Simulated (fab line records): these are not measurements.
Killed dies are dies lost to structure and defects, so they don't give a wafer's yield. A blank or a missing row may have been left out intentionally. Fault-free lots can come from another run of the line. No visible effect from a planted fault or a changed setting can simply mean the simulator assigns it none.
Matching of chambers :: flow gf180mcu :: 4 sister chambers for GF_V2_ETCH_16 on rieDiel-04
The step etches BARC in N2/H2. 18 wafers are shown with their chamber, then 9 later ones without.

== WAFERS WITH THEIR CHAMBER ==
wafer: L074.3
chamber: 1
drypumpMotorCurrentA (A): 5.6
throttleValvePct (%): 13.218
oesProductAu (a.u.): 0.850

wafer: L074.5
chamber: 0
drypumpMotorCurrentA (A): 5.9
throttleValvePct (%): 13.217
oesProductAu (a.u.): 0.850

wafer: L074.6
chamber: 1
drypumpMotorCurrentA (A): 5.6
throttleValvePct (%): 13.231
oesProductAu (a.u.): 0.849

wafer: L080.1
chamber: 2
drypumpMotorCurrentA (A): 6.3
throttleValvePct (%): 13.220
oesProductAu (a.u.): 0.858

wafer: L080.3
chamber: 1
drypumpMotorCurrentA (A): 5.6
throttleValvePct (%): 13.234
oesProductAu (a.u.): 0.866

wafer: L080.4
chamber: 0
drypumpMotorCurrentA (A): 5.9
throttleValvePct (%): 13.214
oesProductAu (a.u.): 0.857

wafer: L081.1
chamber: 1
drypumpMotorCurrentA (A): 5.6
throttleValvePct (%): 13.219
oesProductAu (a.u.): 0.854

wafer: L081.2
chamber: 2
drypumpMotorCurrentA (A): 6.3
throttleValvePct (%): 13.206
oesProductAu (a.u.): 0.850

wafer: L081.3
chamber: 0
drypumpMotorCurrentA (A): 5.8
throttleValvePct (%): 13.244
oesProductAu (a.u.): 0.856

wafer: L082.1
chamber: 0
drypumpMotorCurrentA (A): 5.8
throttleValvePct (%): 13.201
oesProductAu (a.u.): 0.848

wafer: L082.4
chamber: 3
drypumpMotorCurrentA (A): 5.7
throttleValvePct (%): 13.239
oesProductAu (a.u.): 0.852

wafer: L082.6
chamber: 0
drypumpMotorCurrentA (A): 5.9
throttleValvePct (%): 13.231
oesProductAu (a.u.): 0.842

wafer: L083.3
chamber: 0
drypumpMotorCurrentA (A): 5.8
throttleValvePct (%): 13.220
oesProductAu (a.u.): 0.848

wafer: L083.4
chamber: 1
drypumpMotorCurrentA (A): 5.6
throttleValvePct (%): 13.226
oesProductAu (a.u.): 0.859

wafer: L083.6
chamber: 2
drypumpMotorCurrentA (A): 6.3
throttleValvePct (%): 13.219
oesProductAu (a.u.): 0.849

wafer: L091.3
chamber: 1
drypumpMotorCurrentA (A): 5.6
throttleValvePct (%): 13.222
oesProductAu (a.u.): 0.854

wafer: L091.4
chamber: 2
drypumpMotorCurrentA (A): 6.3
throttleValvePct (%): 13.226
oesProductAu (a.u.): 0.852

wafer: L091.6
chamber: 0
drypumpMotorCurrentA (A): 5.8
throttleValvePct (%): 13.218
oesProductAu (a.u.): 0.860

SIGNATURES (means of the wafers above)
reading: drypumpMotorCurrentA
chamber 0: 5.843
chamber 1: 5.600
chamber 2: 6.300
chamber 3: 5.700
scatter within a chamber: 0.035

reading: throttleValvePct
chamber 0: 13.22071
chamber 1: 13.22500
chamber 2: 13.21775
chamber 3: 13.23900
scatter within a chamber: 0.0104

reading: oesProductAu
chamber 0: 0.85157
chamber 1: 0.85533
chamber 2: 0.85225
chamber 3: 0.85200
scatter within a chamber: 0.0059
Rule: for a wafer and a chamber, the distance is found by dividing, reading by reading, the gap between the wafer's reading and the chamber's mean by the reading's scatter, squaring, summing and taking the root. If the next closest chamber is less than 2 further off than the closest, the wafer can't be placed; otherwise it belongs to the closest. The scatter is the square root of a quotient: the sum, over the shown wafers, of each reading's squared deviation from its chamber's mean, divided by wafers minus chambers.

== WAFERS WITHOUT THEIR CHAMBER ==
wafer: L092.2
drypumpMotorCurrentA (A): 5.8
throttleValvePct (%): 13.215
oesProductAu (a.u.): 0.851

wafer: L092.3
drypumpMotorCurrentA (A): 5.7
throttleValvePct (%): 13.219
oesProductAu (a.u.): 0.859

wafer: L092.6
drypumpMotorCurrentA (A): 6.3
throttleValvePct (%): 13.236
oesProductAu (a.u.): 0.849

wafer: L095.1
drypumpMotorCurrentA (A): 5.7
throttleValvePct (%): 13.218
oesProductAu (a.u.): 0.851

wafer: L095.3
drypumpMotorCurrentA (A): 6.3
throttleValvePct (%): 13.222
oesProductAu (a.u.): 0.862

wafer: L095.4
drypumpMotorCurrentA (A): 6.3
throttleValvePct (%): 13.218
oesProductAu (a.u.): 0.859

wafer: L097.1
drypumpMotorCurrentA (A): 5.7
throttleValvePct (%): 13.227
oesProductAu (a.u.): 0.865

wafer: L097.5
drypumpMotorCurrentA (A): 5.6
throttleValvePct (%): 13.229
oesProductAu (a.u.): 0.858

wafer: L097.6
drypumpMotorCurrentA (A): 5.7
throttleValvePct (%): 13.232
oesProductAu (a.u.): 0.846

== EACH ONE'S CHAMBER ==
wafer: L092.2
from the rows above: 0
in truth: 0

wafer: L092.3
from the rows above: can't be placed: 3 or 1
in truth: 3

wafer: L092.6
from the rows above: 2
in truth: 2

wafer: L095.1
from the rows above: can't be placed: 3 or 1
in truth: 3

wafer: L095.3
from the rows above: 2
in truth: 2

wafer: L095.4
from the rows above: 2
in truth: 2

wafer: L097.1
from the rows above: can't be placed: 3 or 1
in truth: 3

wafer: L097.5
from the rows above: 1
in truth: 1

wafer: L097.6
from the rows above: 3
in truth: 3
Correctly placed: 6 of 9. Not placeable from these rows: 3 (in 3, the candidates include the true chamber). Number placed wrongly: 0.
